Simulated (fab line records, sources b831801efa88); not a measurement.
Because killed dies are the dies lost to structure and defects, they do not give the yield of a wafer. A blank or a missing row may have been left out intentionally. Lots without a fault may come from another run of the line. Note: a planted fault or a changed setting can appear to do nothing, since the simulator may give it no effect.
fab line records | flow sky130
record: lots: 11 wafers: 33 last_day: 50
route steps=708 shown METAL2@500 VIA2@523 VIA4@650 PAD_OPEN@708
lots that met no fault: from a run of the same line without faults
start_h: hours from the record's opening day to when the first of the lot's shown wafers began | wait_h: hours elapsed since this lot's preceding step | " as in the row above | L1.1+2: a row that stands for several wafers | - no value, or no start was given | * or withheld: withheld | < > ~ a bound
route shown NAME@n: names a module that has steps shown in the file, with the first one's number in the route | usual: mean/standard deviation of fault-free wafers | same: alike in all rows | chamber/n: place in a boat | sites: each site's reading | _std_site: how widely they spread, as a standard deviation | _edge_site: mean of outer sites minus mean of inner sites | radius_mm: for every site, how far away it sits from the centre of the wafer | mask NAME#n: copy n | behind: the last tool/chamber to shape the wafer | hold: why the lot went on hold/how many hours it stayed there/how the hold came to an end | device: names the non-switching transistor (n, p or np) | end of line: at the end of the route, the tests of the same wafers | a step with no rows: only its recipe | killed: count of dies lost to structure and defects at first sort (not the wafer's yield) | map: the dies of a wafer, with x for killed, . for not killed, _ for no die there
set.NAME: the setting that was run; set.NAME@STEP: the one run at that earlier step | model.NAME: the simulator's own value behind a step, which no gauge read
route steps across a sampled set of lots; one table per step, one row per wafer
services: from which hour (start_h, from the record's first day; less than 0 if before it) a tool's chamber was out of use, for how many hours, and why
== steps ==
step: SKY_METAL2_DESCUM_17
recipe: chemistry: O2 source_power_w: 150 bias_power_w: 0 pressure_mtorr: 10 temp_c: 40 time_s: 8
usual: drypump_motor_current_A: 6.0/0.4 oes_product_au: 0.998/0.0095 temp_c: 39.99/0.11
columns lot.wafer tool chamber start_h wait_h drypump_motor_current_A oes_product_au rf_hours_counter_h temp_c
L838.2 rie_metal-04 1 824.58 0.0 5.8 1.010 9 39.90
L838.3 " 1 " " 5.8 1.005 - 40.00
L838.6 " 0 " " 6.4 1.008 - 40.10
L840.1 rie_metal-04 0 851.97 0.0 6.4 1.006 5 40.03
L840.2 " 1 " " 5.8 0.998 10 40.01
L840.6 " 1 " " 5.8 1.009 - 39.79
L844.1 rie_metal-02 0 876.62 0.0 6.2 0.993 5 40.19
L844.5 " 0 " " 6.2 1.000 - 40.06
L844.6 " 1 " " 5.5 0.991 - 40.16
L845.1 rie_metal-01 1 879.42 0.0 5.3 0.986 2 40.18
L845.4 " 0 " " 6.4 0.995 - 39.97
L845.6 " 1 " " 5.4 0.988 - 39.97
L847.1 rie_metal-01 1 900.47 0.0 5.3 1.000 2 40.16
L847.2 " 0 " " 6.4 0.983 10 40.03
L847.6 " 1 " " 5.4 0.989 - 40.18
L851.2 rie_metal-01 0 934.30 0.0 6.4 0.991 11 39.89
L851.3 " 0 " " 6.4 0.985 - 39.97
L851.6 " 0 " " 6.4 0.994 - 40.05
L852.1 rie_metal-04 1 935.75 0.0 5.8 1.014 14 40.05
L852.2 " 0 " " 6.4 1.002 9 40.01
L852.5 " 1 " " 5.8 1.015 - 39.93
L857.2 rie_metal-02 0 968.93 0.0 6.3 0.990 9 40.04
L857.4 " 0 " " 6.3 0.997 - 40.19
L857.6 " 0 " " 6.2 1.002 - 39.99
L858.2 rie_metal-01 1 973.25 0.0 5.4 0.993 6 39.93
L858.5 " 1 " " 5.4 0.986 - 40.05
L858.6 " 0 " " 6.4 0.993 - 40.00
L859.1 rie_metal-02 1 985.62 0.0 5.6 1.000 8 39.96
L859.4 " 0 " " 6.2 0.999 - 39.78
L859.5 " 1 " " 5.6 0.991 - 40.00
L861.1 rie_metal-02 1 993.43 0.0 5.6 0.993 9 40.03
L861.4 " 0 " " 6.2 0.999 - 40.03
L861.5 " 0 " " 6.3 0.991 - 39.97
step: SKY_VIA2_STRIP_16
recipe: chemistry: O2/N2 power_w: 1400 pressure_mtorr: 1500 platen_temp_c: withheld o2_flow_sccm: 3000 n2_flow_sccm: 300 overash_fraction: 0.5
usual: chamber_pressure_mTorr: 1499.9/1.4 drypump_motor_current_A: 5.59/0.28 oes_product_au: 0.399/0.0047 strip_time_to_endpoint_s: 4.053/0.021
columns lot.wafer tool chamber start_h wait_h chamber_pressure_mTorr drypump_motor_current_A oes_product_au rf_hours_counter_h strip_time_to_endpoint_s
L838.2 plasma_asher-02 0 853.33 0.0 1500.3 5.17 0.401 11 4.076
L838.3 " 1 " " 1498.5 5.92 0.402 - 4.058
L838.6 " 0 " " 1500.7 5.17 0.400 - 4.081
L840.1 plasma_asher-02 0 879.53 0.0 1501.8 5.19 0.409 13 4.009
L840.2 " 1 " " 1498.1 5.92 0.403 13 4.014
L840.6 " 1 " " 1501.0 5.92 0.397 - 4.019
L844.1 plasma_asher-02 0 903.39 0.0 1501.0 5.19 0.400 15 4.036
L844.5 " 0 " " 1499.4 5.21 0.403 - 4.060
L844.6 " 1 " " 1499.7 5.90 0.400 - 4.016
L845.1 plasma_asher-04 1 905.95 0.0 1499.4 5.88 0.387 108 4.048
L845.4 " 0 " " 1500.1 5.34 0.397 - 4.040
L845.6 " 0 " " 1501.7 5.34 0.396 - 4.035
L847.1 plasma_asher-02 0 926.75 0.0 1499.7 5.21 0.409 18 4.041
L847.2 " 1 " " 1499.6 5.93 0.403 18 4.089
L847.6 " 1 " " 1498.4 5.92 0.408 - 4.070
L851.2 plasma_asher-01 1 960.38 0.0 1498.4 5.74 0.400 83 4.079
L851.3 " 0 " " 1502.7 5.48 0.403 - 4.065
L851.6 " 0 " " 1501.3 5.50 0.395 - 4.059
L852.1 plasma_asher-01 0 961.89 0.0 1502.0 5.48 0.390 83 4.026
L852.2 " 1 " " 1499.5 5.76 0.395 83 4.034
L852.5 " 1 " " 1501.0 5.78 0.397 - 4.065
L857.2 plasma_asher-02 1 993.24 0.0 1499.9 5.94 0.403 24 4.068
L857.4 " 0 " " 1496.9 5.20 0.397 - 4.049
L857.6 " 0 " " 1498.6 5.20 0.397 - 4.060
L858.2 plasma_asher-02 1 998.53 0.0 1501.5 5.92 0.400 25 4.040
L858.5 " 0 " " 1501.9 5.22 0.410 - 4.020
L858.6 " 1 " " 1503.3 5.94 0.401 - 4.047
L859.1 plasma_asher-02 1 1010.74 0.0 1496.6 5.91 0.398 26 4.041
L859.4 " 1 " " 1498.5 5.89 0.397 - 4.023
L859.5 " 0 " " 1499.1 5.20 0.405 - 4.015
L861.1 plasma_asher-02 1 1018.63 0.0 1499.6 5.92 0.395 27 4.027
L861.4 " 1 " " 1504.1 5.92 0.395 - 4.041
L861.5 " 1 " " 1501.6 5.95 0.399 - 4.069
step: SKY_VIA4_OVL_MEAS_11
usual: VIA4_OVL: 0.1/1.6
columns lot.wafer tool chamber start_h wait_h VIA4_OVL[nm]
L838.2 overlay-02 - 1009.97 0.1 -2.0
L838.3 " - " " 0.0
L838.6 " - " " -1.3
L840.1 overlay-02 - 1032.78 0.1 0.4
L840.2 " - " " -0.1
L840.6 " - " " 0.5
L844.1 overlay-01 - 1053.87 0.1 -1.3
L844.5 " - " " -1.3
L844.6 " - " " -1.8
L845.1 overlay-02 - 1056.44 0.1 3.2
L845.4 " - " " 3.0
L845.6 " - " " 0.7
L847.1 overlay-02 - 1070.89 0.1 2.5
L847.2 " - " " 2.2
L847.6 " - " " 4.6
L851.2 overlay-01 - 1102.87 0.1 -0.5
L851.3 " - " " -0.7
L851.6 " - " " -1.4
L852.1 overlay-01 - 1103.84 0.1 2.1
L852.2 " - " " 2.2
L852.5 " - " " 3.3
L857.2 overlay-02 - 1131.05 0.1 3.1
L857.4 " - " " 3.4
L857.6 " - " " 2.8
L858.2 overlay-01 - 1134.94 0.1 -1.2
L858.5 " - " " -0.7
L858.6 " - " " -1.5
L859.1 overlay-02 - 1144.62 0.1 1.3
L859.4 " - " " 0.9
L859.5 " - " " 0.9
L861.1 overlay-01 - 1151.57 0.1 0.9
L861.4 " - " " -0.9
L861.5 " - " " 0.4
step: SKY_VIA4_STRIP_13
recipe: chemistry: O2/N2 power_w: 1400 pressure_mtorr: 1500 platen_temp_c: withheld o2_flow_sccm: 3000 n2_flow_sccm: 300 overash_fraction: 0.5
usual: chamber_pressure_mTorr: 1500.1/1.4 drypump_motor_current_A: 5.8/0.51 oes_product_au: 0.709/0.0044 strip_time_to_endpoint_s: 12.804/0.025
columns lot.wafer tool chamber start_h wait_h chamber_pressure_mTorr drypump_motor_current_A oes_product_au rf_hours_counter_h strip_time_to_endpoint_s
L838.2 plasma_asher-02 1 1010.07 - 1501.9 5.9 0.704 26 12.836
L838.3 " 1 " " 1498.7 5.9 0.715 - 12.810
L838.6 " 1 " " 1496.3 5.9 0.712 - 12.756
L840.1 plasma_asher-04 1 1032.89 - 1500.0 5.9 0.706 120 12.839
L840.2 " 0 " " 1496.6 5.3 0.711 120 12.841
L840.6 " 0 " " 1499.5 5.3 0.714 - 12.804
L844.1 plasma_asher-03 0 1053.97 - - - - - -
L844.5 " 1 " " - - - - -
L844.6 " 0 " " - - - - -
L845.1 plasma_asher-03 0 1056.55 - - - - - -
L845.4 " 0 " " - - - - -
L845.6 " 0 " " - - - - -
L847.1 plasma_asher-02 1 1071.00 - - - - - -
L847.2 " 0 " " - - - - -
L847.6 " 0 " " - - - - -
L851.2 plasma_asher-03 1 1102.98 - 1498.4 5.8 0.703 67 12.811
L851.3 " 1 " " 1498.9 5.8 0.704 - 12.819
L851.6 " 0 " " 1500.6 6.7 0.716 - 12.819
L852.1 plasma_asher-02 1 1103.95 - 1499.0 5.9 0.710 35 12.761
L852.2 " 0 " " 1499.5 5.2 0.714 35 12.834
L852.5 " 1 " " 1502.1 5.9 0.707 - 12.788
L857.2 plasma_asher-02 0 1131.15 - 1500.2 5.2 0.708 38 12.849
L857.4 " 0 " " 1499.5 5.2 0.715 - 12.826
L857.6 " 1 " " 1499.6 5.9 0.714 - 12.818
L858.2 plasma_asher-04 1 1135.04 - 1502.1 5.9 0.713 5 12.791
L858.5 " 1 " " 1500.0 5.9 0.705 - 12.768
L858.6 " 0 " " 1498.7 5.3 0.712 - 12.838
L859.1 plasma_asher-03 0 1144.73 - 1501.4 6.7 0.716 72 12.802
L859.4 " 0 " " 1504.1 6.7 0.705 - 12.782
L859.5 " 0 " " 1500.7 6.7 0.715 - 12.776
L861.1 plasma_asher-03 1 1151.68 - 1500.0 5.8 0.706 72 12.777
L861.4 " 0 " " 1501.7 6.8 0.706 - 12.773
L861.5 " 0 " " 1501.1 6.8 0.716 - 12.762
step: SKY_PAD_OPEN_PROBE_99
usual: defect_limited_yield: 82.6/1.7 killed_at_M0_to_M3: 43/6.5 killed_at_M4_up: 3.2/1.9 killed_at_contacts: 25/5.5 killed_at_front_end: 14/4.2 killed_at_other: 0.2/0.44 killed_dies: 85/8.5 killed_on_rim: 16/3.3 killed_open: 47/7 killed_short: 39/6.3 sort_bin_3_pad_short: 0.9/0.46 sort_bin_5_function: 10.3/1.4 sort_bin_6_memory: 6.2/1.2 sort_n_pass: 407/8.5 sort_yield_pct: 82.6/1.7
same: gross_dies: 492 killed_at_back_side: 0 sort_bin_4_leakage[%]: 0 sort_bin_8_speed[%]: 0
columns lot.wafer tool chamber start_h wait_h defect_limited_yield[%] killed_at_M0_to_M3 killed_at_M4_up killed_at_contacts killed_at_front_end killed_at_other killed_dies killed_on_rim killed_open killed_short sort_bin_3_pad_short[%] sort_bin_5_function[%] sort_bin_6_memory[%] sort_n_pass sort_yield_pct[%]
L838.2 prober-02 - 1082.20 0.1 85.2 44 0 13 16 0 73 15 36 37 0.8 7.9 6.1 419 85.2
L838.3 prober-02 - 1082.25 0.2 82.1 41 3 26 18 0 88 14 47 41 0.8 10.2 6.9 404 82.1
L838.6 prober-02 - 1082.40 0.2 82.5 39 2 32 13 0 86 23 48 38 1.2 10.2 6.1 406 82.5
L844.1 prober-02 - 1120.79 0.1 0.4 11 470 6 3 0 490 95 11 10 23.2 73.0 3.5 2 0.4
L844.5 prober-02 - 1120.99 0.2 0.8 10 468 10 0 0 488 96 8 13 23.2 73.6 2.4 4 0.8
L844.6 prober-02 - 1121.04 0.2 0.8 11 468 6 3 0 488 96 15 5 27.4 69.3 2.4 4 0.8
L845.1 prober-01 - 1124.54 0.1 0.2 7 477 3 4 0 491 96 6 8 23.2 73.4 3.3 1 0.2
L845.4 prober-01 - 1124.69 0.2 0 9 477 5 1 0 492 96 10 5 20.1 78.3 1.6 0 0
L845.6 prober-01 - 1124.79 0.2 0.2 11 472 5 3 0 491 96 8 12 24.2 72.8 2.8 1 0.2
L847.1 prober-02 - 1136.94 0.1 0 7 481 4 0 0 492 96 8 3 20.7 76.6 2.6 0 0
L847.2 prober-02 - 1136.99 0.1 0.2 5 477 6 3 0 491 96 11 3 23.2 74.2 2.4 1 0.2
L847.6 prober-02 - 1137.19 0.2 0.2 5 481 2 2 1 491 95 4 6 24.2 72.2 3.5 1 0.2
L858.2 prober-02 - 1193.15 0.1 82.7 39 6 21 19 0 85 16 45 40 0.6 11.8 4.9 407 82.7
L858.5 prober-02 - 1193.30 0.2 82.5 31 2 29 24 0 86 14 49 37 0.6 10.0 6.9 406 82.5
L858.6 prober-02 - 1193.35 0.2 83.9 41 1 24 13 0 79 17 40 39 0.4 8.7 6.9 413 83.9
killed by level:class
L838.2 VIA3:geometric_particle:open=8 METAL1:geometric_particle:short=7 VIA1:geometric_particle:short=7 POLY_GATE:geometric_particle:open=5 CONTACT:geometric_particle:open=5 VIA1:geometric_particle:open=5 METAL3:geometric_particle:short=4 CONTACT:geometric_particle:short=4
L838.3 LI_CONTACT:geometric_particle:open=12 FIELD_ISO:geometric_particle:open=7 VIA2:geometric_particle:open=7 METAL3:geometric_particle:short=6 VIA1:geometric_particle:open=6 METAL1:geometric_particle:short=5 VIA1:geometric_particle:short=5 POLY_GATE:geometric_particle:open=4
L838.6 CONTACT:geometric_particle:short=10 CONTACT:geometric_particle:open=10 VIA3:geometric_particle:open=8 LI_CONTACT:geometric_particle:open=7 VIA1:geometric_particle:open=7 VIA2:geometric_particle:open=5 VIA2:geometric_particle:short=4 POLY_GATE:geometric_particle:open=3
L844.1 VIA4:plasma_strip_residue=469 VIA3:geometric_particle:open=3 CONTACT:geometric_particle:short=2 FIELD_ISO:geometric_particle:open=2 CONTACT:geometric_particle:open=2 VIA2:geometric_particle:open=2 GATE_OXIDE:geometric_particle:short=1 LI_CONTACT:geometric_particle:open=1
L844.5 VIA4:plasma_strip_residue=467 VIA2:geometric_particle:short=3 LI_CONTACT:geometric_particle:open=3 CONTACT:geometric_particle:short=3 CONTACT:geometric_particle:open=2 METAL2:geometric_particle:short=2 LI_CONTACT:geometric_particle:short=1 LOCAL_INTERCONNECT:geometric_particle:short=1
L844.6 VIA4:plasma_strip_residue=468 LI_CONTACT:geometric_particle:open=4 VIA1:geometric_particle:open=3 LOCAL_INTERCONNECT:geometric_particle:short=2 VIA2:geometric_particle:open=2 VIA3:geometric_particle:open=2 POLY_GATE:geometric_particle:open=1 METAL3:geometric_particle:open=1
L845.1 VIA4:plasma_strip_residue=477 POLY_GATE:geometric_particle:short=2 LI_CONTACT:geometric_particle:open=2 VIA2:geometric_particle:open=2 FIELD_ISO:geometric_particle:open=1 FIELD_ISO:geometric_particle:short=1 LOCAL_INTERCONNECT:geometric_particle:short=1 METAL1:geometric_particle:short=1
L845.4 VIA4:plasma_strip_residue=477 VIA3:geometric_particle:open=3 VIA1:geometric_particle:open=3 LI_CONTACT:geometric_particle:short=2 POLY_GATE:geometric_particle:short=1 LI_CONTACT:geometric_particle:open=1 CONTACT:geometric_particle:short=1 CONTACT:geometric_particle:open=1
L845.6 VIA4:plasma_strip_residue=471 CONTACT:geometric_particle:open=3 VIA1:geometric_particle:open=3 POLY_GATE:geometric_particle:short=2 CONTACT:geometric_particle:short=2 METAL2:geometric_particle:short=2 METAL3:geometric_particle:short=2 VIA3:geometric_particle:short=2
L847.1 VIA4:plasma_strip_residue=481 LI_CONTACT:geometric_particle:open=2 CONTACT:geometric_particle:open=2 METAL1:geometric_particle:short=2 VIA2:geometric_particle:open=1 METAL1:geometric_particle:open=1 VIA1:geometric_particle:short=1 VIA1:geometric_particle:open=1
L847.2 VIA4:plasma_strip_residue=477 VIA1:geometric_particle:open=4 LI_CONTACT:geometric_particle:open=3 CONTACT:geometric_particle:short=2 FIELD_ISO:geometric_particle:open=1 SONOS_ONO:geometric_particle:open=1 POLY_CUT:geometric_particle:open=1 CONTACT:geometric_particle:open=1
L847.6 VIA4:plasma_strip_residue=481 FIELD_ISO:geometric_particle:short=1 POLY_GATE:geometric_particle:open=1 LI_CONTACT:geometric_particle:open=1 LOCAL_INTERCONNECT:geometric_particle:short=1 VIA2:geometric_particle:open=1 VIA1:geometric_particle:short=1 VIA2:geometric_particle:short=1
L858.2 VIA1:geometric_particle:open=10 FIELD_ISO:geometric_particle:open=8 LI_CONTACT:geometric_particle:open=7 CONTACT:geometric_particle:open=7 METAL1:geometric_particle:short=5 VIA1:geometric_particle:short=5 METAL2:geometric_particle:short=5 POLY_GATE:geometric_particle:open=4
L858.5 CONTACT:geometric_particle:open=11 VIA1:geometric_particle:open=9 POLY_GATE:geometric_particle:open=8 CONTACT:geometric_particle:short=8 METAL2:geometric_particle:short=7 VIA2:geometric_particle:open=7 POLY_GATE:geometric_particle:short=6 LI_CONTACT:geometric_particle:open=6
L858.6 VIA1:geometric_particle:open=11 VIA2:geometric_particle:open=7 CONTACT:geometric_particle:short=7 CONTACT:geometric_particle:open=7 POLY_GATE:geometric_particle:short=6 LI_CONTACT:geometric_particle:open=5 METAL2:geometric_particle:short=5 VIA1:geometric_particle:short=4
== services ==
columns tool chamber start_h hours kind
plasma_asher-01 - 801.73 1.7 repair
rie_metal-01 1 806.25 - clean
rie_metal-01 1 806.25 22.2 scheduled_down
rie_metal-01 1 806.25 22.2 vent_cycle
rie_metal-01 0 818.11 8.5 repair
plasma_asher-02 - 823.45 1.0 repair
plasma_asher-01 - 851.04 1.6 repair
plasma_asher-02 - 858.89 6.4 repair
plasma_asher-04 - 866.52 2.8 pm
rie_metal-01 - 875.60 3.3 repair
plasma_asher-01 - 905.07 11.0 repair
plasma_asher-04 - 956.04 5.2 repair
rie_metal-04 - 960.24 2.8 pm
plasma_asher-01 - 977.57 0.7 repair
plasma_asher-01 - 987.59 0.6 repair
rie_metal-01 0 994.28 6.7 repair
plasma_asher-02 - 1034.80 1.3 repair
plasma_asher-04 - 1055.25 9.0 pm
plasma_asher-04 0 1055.25 9.0 vent_cycle
plasma_asher-04 1 1055.25 9.0 vent_cycle
plasma_asher-04 0 1064.25 - clean
plasma_asher-04 1 1064.25 - clean
plasma_asher-04 - 1100.04 14.6 pm
plasma_asher-01 - 1147.40 14.6 pm
== key ==
first_sign: step: SKY_VIA4_STRIP_13 reading: tool_record direction: missing
effect: step: SKY_PAD_OPEN_PROBE_99 reading: killed_at_M4_up direction: up sigmas: 99+ usual: 3.2 struck: 474.6
met_at SKY_VIA4_STRIP_13
struck_lots L844,L845,L847
later_rows_left_out L844.1,L844.5,L844.6,L845.1,L845.4,L845.6,L847.1,L847.2,L847.6
not_acting_at SKY_METAL2_DESCUM_17,SKY_VIA2_STRIP_16,SKY_VIA4_OVL_MEAS_11
onset_between 1010.07 1053.97
fault: kind: skipped_step_whole tool: plasma_asher-02,plasma_asher-03 chamber: - onset_h: 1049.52 steps: SKY_VIA4_STRIP_13 scope: struck_lots_only
later_rows_left_out: the simulator's readings of these wafers behind a module that went badly wrong aren't trusted and aren't shown, but for the sort
